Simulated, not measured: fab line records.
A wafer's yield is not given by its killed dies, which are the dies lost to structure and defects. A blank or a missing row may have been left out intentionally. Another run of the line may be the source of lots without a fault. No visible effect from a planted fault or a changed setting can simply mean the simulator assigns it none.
fab line records | flow gf180mcu
[record] lots = 5 | wafers = 15 | last-day = 34
route steps=602 shown DNWELL@34 NWELL@42 PASSIVATION@602
lots that met no fault: taken from a fault-free run of the same line
start-h: start of the lot's first displayed wafer, in hours after the record's first day | wait-h: time in hours since the lot's previous step | " unchanged from the row above | L1.1+2: several wafers, shown together as one row | - no value, or no start was given | * or withheld: withheld | < > ~ a bound
route shown NAME@n: a module of which the file shows steps, and the number in the route of the first | usual: mean/standard deviation taken from wafers without a fault | same: alike in all rows | chamber/n: place in a boat | sites: per-site readings | _std_site: how widely they spread, as a standard deviation | _edge_site: outer sites' mean less inner sites' | radius-mm: for every site, how far away it sits from the centre of the wafer | mask NAME#n: copy n | behind: the tool/chamber that last shaped the wafer | hold: the reason the lot was held/the length of the hold in hours/how it ended | device: which transistor (n, p or np) failed to switch | end of line: the route-end tests of the same wafers | for a step that has no rows: nothing shown but its recipe | killed: at the first sort, the dies lost to defects and structure; wafer yield is something else | map: a wafer's dies, x killed, . not, _ none there
set.NAME: the run value of the setting; set.NAME@STEP: its run value at that earlier step | model.NAME: the simulator's own value behind a step, which no gauge read
certain route steps with their lots: each step a table, each wafer a row
services: when a tool's chamber went out of use (start-h, in hours from the record's first day, below 0 if earlier), for how many hours, and the reason
[[steps]]
[step GF_DNWELL_COAT_02]
[recipe] spin-rpm = 2000 | resist-thk-nm = 3000
[step GF_DNWELL_SOFTBAKE_03]
[recipe] temp-c = 110 | time-s = withheld
[step GF_DNWELL_EXPOSE_04]
[recipe] mask-id = DNWELL | target-cd-nm = 1700 | na = 0.6 | source-shape = conventional | sigma-outer = 0.6 | dose-mj = 260
[step GF_DNWELL_PEB_05]
[recipe] temp-c = 115 | time-s = withheld
[step GF_DNWELL_DEVELOP_06]
[recipe] wall-angle-deg = 90 | develop-time-s = 60 | dev-temp-c = 23
[step GF_DNWELL_IMPLANT_07]
[recipe] species = P | energy-kev = 1500 | dose-cm2 = 1e+13 | tilt-deg = 0
[step GF_DNWELL_STRIP_08]
[recipe] chemistry = O2/N2 | power-w = 1400 | pressure-mtorr = 1500 | platen-temp-c = 250 | o2-flow-sccm = 3000 | n2-flow-sccm = 300 | overash-fraction = 0.5
[usual] drypump-motor-current-A = 5.5/0.43 | heater-power-w = 352/66 | oes-product-au = 0.722/0.0044 | strip-time-to-endpoint-s = 36.98/0.089
lot.wafer | tool            | chamber | start-h | wait-h | drypump-motor-current-A | heater-power-w | oes-product-au | rf-hours-counter-h | strip-time-to-endpoint-s
L293.1    | plasma-asher-01 | 0       | 48.03   | 0.1    | 5.7                     | 288            | 0.724          | 41                 | 36.84
L293.3    | "               | 0       | "       | "      | 5.7                     | 296            | 0.731          | -                  | 36.95
L293.4    | "               | 1       | "       | "      | 5.4                     | 328            | 0.721          | -                  | 36.90
L296.1    | plasma-asher-01 | 1       | 67.40   | 0.1    | 5.4                     | 331            | 0.720          | 43                 | 36.98
L296.4    | "               | 0       | "       | "      | 5.7                     | 294            | 0.736          | -                  | 37.02
L296.5    | "               | 1       | "       | "      | 5.4                     | 333            | 0.731          | -                  | 36.85
L300.1    | plasma-asher-04 | 0       | 86.53   | 0.1    | 5.8                     | 270            | 0.714          | 43                 | 37.03
L300.2    | "               | 1       | "       | "      | 4.7                     | 383            | 0.718          | 43                 | 37.07
L300.6    | "               | 1       | "       | "      | 4.7                     | 385            | 0.723          | -                  | 37.02
L312.4    | plasma-asher-02 | 0       | 155.59  | 0.1    | 6.0                     | 488            | 0.734          | -                  | 37.01
L312.5    | "               | 1       | "       | "      | 4.9                     | 351            | 0.718          | -                  | 36.99
L312.6    | "               | 0       | "       | "      | 6.0                     | 485            | 0.718          | -                  | 37.05
L314.3    | plasma-asher-02 | 1       | 166.81  | 0.1    | 4.9                     | 352            | 0.726          | -                  | 37.01
L314.4    | "               | 0       | "       | "      | 6.0                     | 481            | 0.720          | -                  | 36.99
L314.6    | "               | 0       | "       | "      | 6.0                     | 488            | 0.727          | -                  | 36.92
[step GF_DNWELL_TW_MEAS_09]
[usual] DNWELL_TW = 1354/13
lot.wafer | tool          | chamber | start-h | wait-h | DNWELL_TW
L293.1    | film-metro-02 | -       | 48.13   | 0.1    | 1354
L293.3    | "             | -       | "       | "      | 1346
L293.4    | "             | -       | "       | "      | 1351
L296.1    | film-metro-02 | -       | 67.50   | 0.1    | 1351
L296.4    | "             | -       | "       | "      | 1355
L296.5    | "             | -       | "       | "      | 1356
L300.1    | film-metro-03 | -       | 86.63   | 0.1    | 1362
L300.2    | "             | -       | "       | "      | 1366
L300.6    | "             | -       | "       | "      | 1367
L312.4    | film-metro-02 | -       | 155.68  | 0.1    | 1340
L312.5    | "             | -       | "       | "      | 1344
L312.6    | "             | -       | "       | "      | 1352
L314.3    | film-metro-03 | -       | 166.90  | 0.1    | 1369
L314.4    | "             | -       | "       | "      | 1371
L314.6    | "             | -       | "       | "      | 1365
[step GF_NWELL_DEHYDRATE_00]
[recipe] temp-c = 200 | time-s = 60
[step GF_NWELL_HMDS_01]
[recipe] prime-time-s = 60 | prime-temp-c = 120
[step GF_NWELL_COAT_02]
[recipe] spin-rpm = 2000 | resist-thk-nm = 3000
[step GF_NWELL_SOFTBAKE_03]
[recipe] temp-c = 110 | time-s = withheld
[step GF_NWELL_EXPOSE_04]
[recipe] mask-id = Nwell | target-cd-nm = 860 | na = 0.6 | source-shape = conventional | sigma-outer = 0.6 | dose-mj = 260
[usual] exposure-dose-mJ-cm2 = 259.99/0.25
lot.wafer | tool             | chamber | start-h | wait-h | mask       | exposure-dose-mJ-cm2
L293.1    | iline-stepper-01 | 0       | 55.03   | -      | Nwell#0    | 260.14
L293.3    | "                | 0       | "       | "      | Nwell#0    | 259.89
L293.4    | "                | 0       | "       | "      | Nwell#0    | 260.15
L296.1    | iline-stepper-01 | 0       | 73.90   | -      | Nwell#0    | 260.08
L296.4    | "                | 0       | "       | "      | Nwell#0    | 259.81
L296.5    | "                | 0       | "       | "      | Nwell#0    | 259.49
L300.1    | iline-stepper-01 | 0       | 93.78   | -      | Nwell_R1#0 | 260.10
L300.2    | "                | 0       | "       | "      | Nwell_R1#0 | 260.32
L300.6    | "                | 0       | "       | "      | Nwell_R1#0 | 259.76
L312.4    | iline-stepper-02 | 0       | 163.94  | -      | Nwell#0    | 259.56
L312.5    | "                | 0       | "       | "      | Nwell#0    | 259.44
L312.6    | "                | 0       | "       | "      | Nwell#0    | 259.62
L314.3    | iline-stepper-01 | 0       | 174.14  | -      | Nwell#0    | 260.02
L314.4    | "                | 0       | "       | "      | Nwell#0    | 259.91
L314.6    | "                | 0       | "       | "      | Nwell#0    | 260.37
[step GF_NWELL_PEB_05]
[recipe] temp-c = 115 | time-s = withheld
[step GF_PASSIVATION_PROBE_99]
lot.wafer | tool      | chamber | start-h | wait-h | model.etest.pwell-in-dnwell.line-ohm-um | model.etest.ldpmos_10p0.r-on-ohm-um | model.etest.pwell-in-dnwell.width-nm | model.etest.nwell.width-nm | model.etest.ldpmos_10p0.drive-ua-um
L293.1    | prober-01 | -       | 683.96  | 0.1    | 3913                                    | 1.101e+04                           | 602.8                                | 856.2                      | 263.6
L293.3    | prober-01 | -       | 684.06  | 0.2    | 4062                                    | 1.103e+04                           | 600.8                                | 859.2                      | 265
L293.4    | prober-01 | -       | 684.11  | 0.2    | 4099                                    | 1.105e+04                           | 600.8                                | 855.5                      | 264.6
L296.1    | prober-02 | -       | 707.75  | 0.1    | 3961                                    | 1.097e+04                           | 602.8                                | 858.4                      | 267.9
L296.4    | prober-02 | -       | 707.90  | 0.2    | 3923                                    | 1.092e+04                           | 598.8                                | 861.1                      | 265.8
L296.5    | prober-02 | -       | 707.95  | 0.2    | 3953                                    | 1.082e+04                           | 601.9                                | 853.9                      | 271.1
L300.1    | prober-02 | -       | 727.63  | 0.1    | 4701                                    | 1.154e+04                           | 505.9                                | 899.5                      | 251.4
L300.2    | prober-02 | -       | 727.68  | 0.1    | 4748                                    | 1.131e+04                           | 505.9                                | 897.4                      | 259.3
L300.6    | prober-02 | -       | 727.88  | 0.2    | 4830                                    | 1.14e+04                            | 504.1                                | 899.9                      | 255.9
L312.4    | prober-02 | -       | 805.95  | 0.2    | 3896                                    | 1.123e+04                           | 601.4                                | 858                        | 258.9
L312.5    | prober-02 | -       | 806.00  | 0.2    | 3990                                    | 1.12e+04                            | 599.4                                | 862.5                      | 259.6
L312.6    | prober-02 | -       | 806.05  | 0.2    | 3968                                    | 1.13e+04                            | 597.9                                | 858.2                      | 259.6
L314.3    | prober-01 | -       | 812.93  | 0.2    | 3961                                    | 1.104e+04                           | 591.4                                | 869                        | 263.7
L314.4    | prober-01 | -       | 812.98  | 0.2    | 3942                                    | 1.106e+04                           | 593.1                                | 866.7                      | 260.9
L314.6    | prober-01 | -       | 813.08  | 0.2    | 3944                                    | 1.109e+04                           | 591.5                                | 867.2                      | 261.9
// killed by level:class
L293.1 V3:geometric-particle:open=8 V2:geometric-particle:open=7 V4:geometric-particle:open=7 CONTACT:geometric-particle:open=6 STI:geometric-particle:open=3 V5:geometric-particle:open=3 STI:geometric-particle:short=2 V1:geometric-particle:open=2
L293.3 CONTACT:geometric-particle:open=7 V3:geometric-particle:open=7 V4:geometric-particle:open=5 V2:geometric-particle:open=5 V1:geometric-particle:open=4 V3:geometric-particle:short=3 STI:geometric-particle:short=2 V1:geometric-particle:short=2
L293.4 V2:geometric-particle:open=4 V1:geometric-particle:open=4 CONTACT:geometric-particle:short=3 M1:geometric-particle:short=3 M5:geometric-particle:short=3 STI:geometric-particle:short=2 V1:geometric-particle:short=2 V3:geometric-particle:short=2
L296.1 CONTACT:geometric-particle:open=7 M1:geometric-particle:short=6 V5:geometric-particle:open=6 V1:geometric-particle:open=4 V3:geometric-particle:open=4 CONTACT:geometric-particle:short=3 V2:geometric-particle:open=3 STI:geometric-particle:short=2
L296.4 V4:geometric-particle:open=7 V1:geometric-particle:open=3 M2:geometric-particle:short=3 STI:geometric-particle:short=2 STI:geometric-particle:open=2 M1:geometric-particle:short=2 V2:geometric-particle:open=2 M3:geometric-particle:short=2
L296.5 CONTACT:geometric-particle:open=5 STI:geometric-particle:short=4 V2:geometric-particle:open=4 M4:geometric-particle:short=3 STI:geometric-particle:open=2 POLY_GATE:geometric-particle:open=2 SALICIDE:geometric-particle:open=2 M1:geometric-particle:short=2
L312.4 V3:geometric-particle:open=6 CONTACT:geometric-particle:open=5 STI:geometric-particle:open=3 M1:geometric-particle:short=3 V1:geometric-particle:open=3 V4:geometric-particle:open=3 V5:geometric-particle:open=3 CONTACT:geometric-particle:short=2
L312.5 V1:geometric-particle:open=6 CONTACT:geometric-particle:open=4 V2:geometric-particle:short=4 V5:geometric-particle:open=4 STI:geometric-particle:open=3 M2:geometric-particle:short=3 V2:geometric-particle:open=3 V4:geometric-particle:open=3
L312.6 CONTACT:geometric-particle:open=8 V2:geometric-particle:open=6 V4:geometric-particle:open=5 CONTACT:geometric-particle:short=4 M1:geometric-particle:short=4 V5:geometric-particle:open=4 SALICIDE:geometric-particle:short=3 V3:geometric-particle:short=3
L314.3 V1:geometric-particle:short=5 V2:geometric-particle:open=4 V2:geometric-particle:short=4 STI:geometric-particle:open=3 CONTACT:geometric-particle:short=3 V1:geometric-particle:open=3 V3:geometric-particle:open=3 CONTACT:geometric-particle:open=2
L314.4 V3:geometric-particle:open=4 HV_LDD:geometric-particle:open=3 M1:geometric-particle:short=3 V1:geometric-particle:short=3 V4:geometric-particle:open=3 V5:geometric-particle:open=3 STI:geometric-particle:open=2 CONTACT:geometric-particle:open=2
L314.6 V4:geometric-particle:open=5 CONTACT:geometric-particle:open=4 V3:geometric-particle:open=4 STI:geometric-particle:open=3 M1:geometric-particle:short=3 M5:geometric-particle:short=3 V5:geometric-particle:open=3 POLY_GATE:geometric-particle:open=2
[[services]]
tool             | chamber | start-h | hours | kind
iline-stepper-01 | 0       | 29.42   | -     | calibration
plasma-asher-01  | -       | 39.51   | 0.4   | repair
plasma-asher-01  | -       | 70.57   | 24.0  | repair
plasma-asher-02  | -       | 74.61   | 2.4   | repair
iline-stepper-01 | -       | 83.12   | 9.2   | repair
iline-stepper-02 | 0       | 91.60   | -     | calibration
plasma-asher-02  | -       | 108.75  | 9.0   | pm
plasma-asher-02  | 0       | 108.75  | 9.0   | vent-cycle
plasma-asher-02  | 1       | 108.75  | 9.0   | vent-cycle
plasma-asher-02  | 0       | 117.75  | -     | clean
plasma-asher-02  | 1       | 117.75  | -     | clean
plasma-asher-04  | -       | 127.34  | 5.6   | repair
iline-stepper-02 | -       | 158.78  | 1.3   | repair
iline-stepper-01 | -       | 160.18  | 1.7   | pm
[[key]]
[first-sign] step = GF_NWELL_EXPOSE_04 | reading = mask | direction = changed
effect none on later readings
[model-effect] step = GF_PASSIVATION_PROBE_99 | value = etest.pwell-in-dnwell.line-ohm-um | without = 4025 | struck = 4760
met-at GF_NWELL_EXPOSE_04
struck-wafers L300.1,L300.2,L300.6
sort-left-out L300.1,L300.2,L300.6
tester-left-out L300
onset-between 73.90 93.78
[fault] kind = wrong-mask | tool = any | chamber = - | onset-h = 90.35 | steps = GF_NWELL_EXPOSE_04 | aux-copy = Nwell_R1#0 | cd-offset-nm = 129 | scope = struck-lots-only
// tester-left-out: of these lots the tester's yield and bins aren't shown, on N5 and GAA mostly nor the transistor test; their killed dies are dies lost to structure and defects alone, not to doping, threshold or leakage, so they don't give the yield
// sort-left-out: the simulated sort isn't trusted on such a fault, so these wafers' sort isn't shown, and their yield isn't known
